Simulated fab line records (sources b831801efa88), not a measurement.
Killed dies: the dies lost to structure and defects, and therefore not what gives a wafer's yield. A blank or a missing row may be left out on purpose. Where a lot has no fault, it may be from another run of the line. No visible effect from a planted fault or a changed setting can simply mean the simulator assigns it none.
Which tool did it? ; flow sky130 ; 36 wafers sampled from 12 lots at 1 step of a route of 708

WHAT EACH GAUGE READ, for each wafer
SKY_CONTACT_THK_MEAS_26: measures by xrf.
lot;measured;on;CONTACT_W_THK (nm)
L075;day 31 13:36;film-metro-03;337 344 338
L077;day 32 03:32;film-metro-03;339 342 347
L079;day 32 21:11;film-metro-01;345 342 343
L081;day 34 04:55;film-metro-01;344 341 343
L083;day 34 12:34;film-metro-04;342 345 343
L085;day 35 00:41;film-metro-04;346 343 345
L086;day 36 05:47;film-metro-03;335 334 335
L089;day 36 18:59;film-metro-01;340 343 338
L090;day 36 23:41;film-metro-01;345 349 345
L093;day 37 07:07;film-metro-03;335 332 341
L095;day 37 23:14;film-metro-01;329 333 335
L097;day 38 13:31;film-metro-04;339 344 336

WHAT TOOL EACH LOT RAN ON (gives the tool, then ch and the chambers of the sampled wafers, and finally the start)
The record shows no process step preceding these readings.

THE ANSWER, worked out from the rows above alone
Rule: the lots themselves supply what counts as usual. The widest of any qualifying gaps counts: lots, ordered by their means at a reading, are off when they make up no more than a third of the lots, leave a main group of 4 or more, and stand apart from it by 3 or more times the standard deviation of that group's means. A main group whose means are all the same, to the digits that the tables above print for the reading, isn't used. Also off: a lot with no number at a reading for which 4 or more lots have one. All remaining lots with rows at the step are treated as sound.
No lot is off at any reading shown: from this, nothing can be told.

WHAT THE SIMULATOR PUT IN
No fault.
